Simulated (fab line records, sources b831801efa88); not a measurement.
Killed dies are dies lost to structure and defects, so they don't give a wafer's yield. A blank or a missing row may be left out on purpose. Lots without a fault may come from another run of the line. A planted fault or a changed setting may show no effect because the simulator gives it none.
Problem report in the 8D (eight disciplines) form, filled by code | flow sky130 | the parts of the form that need people (team, actions taken, sign-off) are left out

1. THE PROBLEM
plate_temp_C at SKY_METAL4_SOFTBAKE_09 reads a mean of 102.73 C on 6 wafers of 2 lots; wafers without a fault read 100.01 C with a standard deviation of 0.12. That is +23 standard deviations from the usual mean.
The step: time 90 s.
First seen on wafer L885.2, day 46 02:00, on litho_track-01. The record holds 33 wafers of 11 lots with a number at this step. Rule for "out", or "out of limits": more than 4 standard deviations from the usual mean. The other wafers with a number count as sound.

2. WHAT IT IS AND WHAT IT IS NOT
question                    | is                                 | is not
which readings at this step | plate_temp_C, heater_power_total_W | -
which lots                  | L885, L890                         | L870, L871, L872, L879, L882, L883, L886, L887, L893
which wafers of those lots  | all that have a number             | -
read on which tools         | litho_track-01                     | litho_track-02, litho_track-04
when                        | from day 46 02:00                  | up to then (18 sound wafers); but 9 sound wafers of L886, L887, L893 came after

3. SUSPECTS, AND WHAT RULES EACH OUT
Counting: a tool at a process step up to the reading stays a suspect if it ran every lot that is out and no sound lot after the first of them.
- litho_track-01 at SKY_METAL4_SOFTBAKE_09 (time 90 s): kept. It ran every lot that is out, first L885 (day 46 02:00), and no sound lot after that; its last sound lot up to then is L883 (day 45 10:00). Its own readings are out on those wafers: heater_power_total_W, plate_temp_C.
Left after counting: litho_track-01 at SKY_METAL4_SOFTBAKE_09.

4. THE CAUSE (what the simulator had put in)
Process parameter drift: litho_track-01, from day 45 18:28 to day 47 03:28, at SKY_METAL4_SOFTBAKE_09. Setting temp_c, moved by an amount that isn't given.
Counting left only this tool.

5. THE CHAIN OF EFFECTS, in route order
Each row: a reading whose mean over the struck wafers that have a number lies more than 3 standard deviations from the usual. Only readings for which the record gives a usual standard deviation are gone through. hours: the time from each lot's start at the first step in this table that gives one to its start at this step, as a median over the lots. sigmas: the change in usual standard deviations.
hours | step                   | reading              | usual    | on struck wafers | change | sigmas
0     | SKY_METAL4_SOFTBAKE_09 | heater_power_total_W | 57.36 W  | 59.41            | +2.05  | +17
0     | SKY_METAL4_SOFTBAKE_09 | plate_temp_C         | 100.01 C | 102.73           | +2.72  | +23
The process steps in it:
- SKY_METAL4_SOFTBAKE_09: time 90 s.

6. WHAT WOULD HAVE CAUGHT IT SOONER
In this record the first reading out of limits was taken at day 46 02:00, 8 hours after the fault began at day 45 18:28.
